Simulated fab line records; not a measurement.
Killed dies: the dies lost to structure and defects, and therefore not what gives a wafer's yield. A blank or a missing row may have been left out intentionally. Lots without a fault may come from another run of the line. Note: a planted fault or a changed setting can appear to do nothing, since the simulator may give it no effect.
The tool behind it: which one? / flow gf180mcu / Sampling: 11 lots, 33 wafers, 5 of 602 route steps

WHAT THE GAUGES READ, wafer by wafer
GF_HV_LDD_TW_MEAS_11.
lot=L811; measured=day 10 11:58; on=film metro-02; HV_LDD_TW=2429 2427 2429
lot=L812; measured=day 10 12:08; on=film metro-04; HV_LDD_TW=2448 2448 2453
lot=L813; measured=day 10 22:47; on=film metro-04; HV_LDD_TW=2447 2454 2454
lot=L815; measured=day 11 11:25; on=film metro-04; HV_LDD_TW=2434 2418 2425
lot=L816; measured=day 11 15:01; on=film metro-02; HV_LDD_TW=2422 2420 2428
lot=L822; measured=day 13 15:45; on=film metro-04; HV_LDD_TW=2628 2614 2625 2623 2619 2618
lot=L823; measured=day 13 23:58; on=film metro-02; HV_LDD_TW=2592 2590 2601 2590 2599 2588
lot=L827; measured=day 15 04:53; on=film metro-04; HV_LDD_TW=2432 2444 2461
lot=L831; measured=day 16 16:40; on=film metro-02; HV_LDD_TW=2409 2401 2408
lot=L832; measured=day 17 03:05; on=film metro-01; HV_LDD_TW=2449 2441 2431
lot=L833; measured=day 17 12:16; on=film metro-02; HV_LDD_TW=2429 2420 2418

EACH LOT AND THE TOOL THAT RAN IT (in order: tool; ch and the chambers of the sampled wafers; start)
lot=L811; GF_MVPSD_STRIP_10=plasma asher-03 ch 0,1, day 5 09:43; GF_VT_IMPLANT_STRIP_20=plasma asher-04 ch 0,1, day 6 15:55; GF_VT_IMPLANT_STRIP_31=plasma asher-04 ch 0,1, day 7 07:01; GF_HV_LDD_IMPLANT_09=implanter-04 ch 0, day 10 11:45
lot=L812; GF_MVPSD_STRIP_10=plasma asher-03 ch 0, day 5 11:50; GF_VT_IMPLANT_STRIP_20=plasma asher-02 ch 0, day 6 17:14; GF_VT_IMPLANT_STRIP_31=plasma asher-04 ch 0,1, day 7 08:38; GF_HV_LDD_IMPLANT_09=implanter-01 ch 0, day 10 11:54
lot=L813; GF_MVPSD_STRIP_10=plasma asher-03 ch 0,1, day 5 18:11; GF_VT_IMPLANT_STRIP_20=plasma asher-02 ch 0,1, day 6 23:59; GF_VT_IMPLANT_STRIP_31=plasma asher-01 ch 0, day 7 15:56; GF_HV_LDD_IMPLANT_09=implanter-01 ch 0, day 10 22:33
lot=L815; GF_MVPSD_STRIP_10=plasma asher-03 ch 0,1, day 6 06:20; GF_VT_IMPLANT_STRIP_20=plasma asher-04 ch 0,1, day 7 12:47; GF_VT_IMPLANT_STRIP_31=plasma asher-01 ch 0,1, day 8 05:00; GF_HV_LDD_IMPLANT_09=implanter-04 ch 0, day 11 11:10
lot=L816; GF_MVPSD_STRIP_10=plasma asher-03 ch 0,1, day 6 10:50; GF_VT_IMPLANT_STRIP_20=plasma asher-02 ch 0,1, day 7 17:07; GF_VT_IMPLANT_STRIP_31=plasma asher-01 ch 0,1, day 8 09:20; GF_HV_LDD_IMPLANT_09=implanter-01 ch 0, day 11 14:48
lot=L822; GF_MVPSD_STRIP_10=plasma asher-02 ch 1, day 7 21:56; GF_VT_IMPLANT_STRIP_20=plasma asher-01 ch 0, day 9 07:32; GF_VT_IMPLANT_STRIP_31=plasma asher-02 ch 0,1, day 10 00:54; GF_HV_LDD_IMPLANT_09=implanter-04 ch 0, day 13 15:28
lot=L823; GF_MVPSD_STRIP_10=plasma asher-03 ch 0,1, day 8 07:07; GF_VT_IMPLANT_STRIP_20=plasma asher-02 ch 0,1, day 9 16:53; GF_VT_IMPLANT_STRIP_31=plasma asher-01 ch 0,1, day 10 10:26; GF_HV_LDD_IMPLANT_09=implanter-04 ch 0, day 13 23:45
lot=L827; GF_MVPSD_STRIP_10=plasma asher-03 ch 0,1, day 9 05:17; GF_VT_IMPLANT_STRIP_20=plasma asher-01 ch 0,1, day 10 16:57; GF_VT_IMPLANT_STRIP_31=plasma asher-04 ch 0,1, day 11 11:14; GF_HV_LDD_IMPLANT_09=implanter-01 ch 0, day 15 04:38
lot=L831; GF_MVPSD_STRIP_10=plasma asher-01 ch 0,1, day 10 12:04; GF_VT_IMPLANT_STRIP_20=plasma asher-02 ch 0,1, day 12 01:31; GF_VT_IMPLANT_STRIP_31=plasma asher-04 ch 0,1, day 12 20:30; GF_HV_LDD_IMPLANT_09=implanter-01 ch 0, day 16 16:26
lot=L832; GF_MVPSD_STRIP_10=plasma asher-01 ch 0,1, day 10 16:12; GF_VT_IMPLANT_STRIP_20=plasma asher-01 ch 0,1, day 12 05:24; GF_VT_IMPLANT_STRIP_31=plasma asher-04 ch 0,1, day 13 01:23; GF_HV_LDD_IMPLANT_09=implanter-04 ch 0, day 17 02:50
lot=L833; GF_MVPSD_STRIP_10=plasma asher-02 ch 0,1, day 11 00:10; GF_VT_IMPLANT_STRIP_20=plasma asher-01 ch 0,1, day 12 14:01; GF_VT_IMPLANT_STRIP_31=plasma asher-01 ch 0,1, day 13 09:43; GF_HV_LDD_IMPLANT_09=implanter-04 ch 0, day 17 12:02
- GF_MVPSD_STRIP_10: strips in O2/N2.
- GF_VT_IMPLANT_STRIP_20: strips in O2/N2.
- GF_VT_IMPLANT_STRIP_31: strips in O2/N2.
- GF_HV_LDD_IMPLANT_09

THE ANSWER, worked out from the rows above alone
Rule: what is usual is taken from the lots themselves. The widest of any qualifying gaps counts: lots, ordered by their means at a reading, are off when they make up no more than a third of the lots, leave a main group of 4 or more, and stand apart from it by 3 or more times the standard deviation of that group's means. A main group whose means are all the same, to the digits that the tables above print for the reading, isn't used. Also off: a lot with no number at a reading for which 4 or more lots have one. The other lots that the step has rows for count as sound.
Off: L822, L823, seen at GF_HV_LDD_TW_MEAS_11 (HV_LDD_TW). Main group: mean 2433, sd 14.
A tool fits if, at a process step before that reading, it ran every lot that is off, and no sound lot after the first of them. Those tools and the gauges at GF_HV_LDD_TW_MEAS_11 are tried in the same way. Not one of the candidates tried fits.

WHAT THE SIMULATOR HAD PUT IN
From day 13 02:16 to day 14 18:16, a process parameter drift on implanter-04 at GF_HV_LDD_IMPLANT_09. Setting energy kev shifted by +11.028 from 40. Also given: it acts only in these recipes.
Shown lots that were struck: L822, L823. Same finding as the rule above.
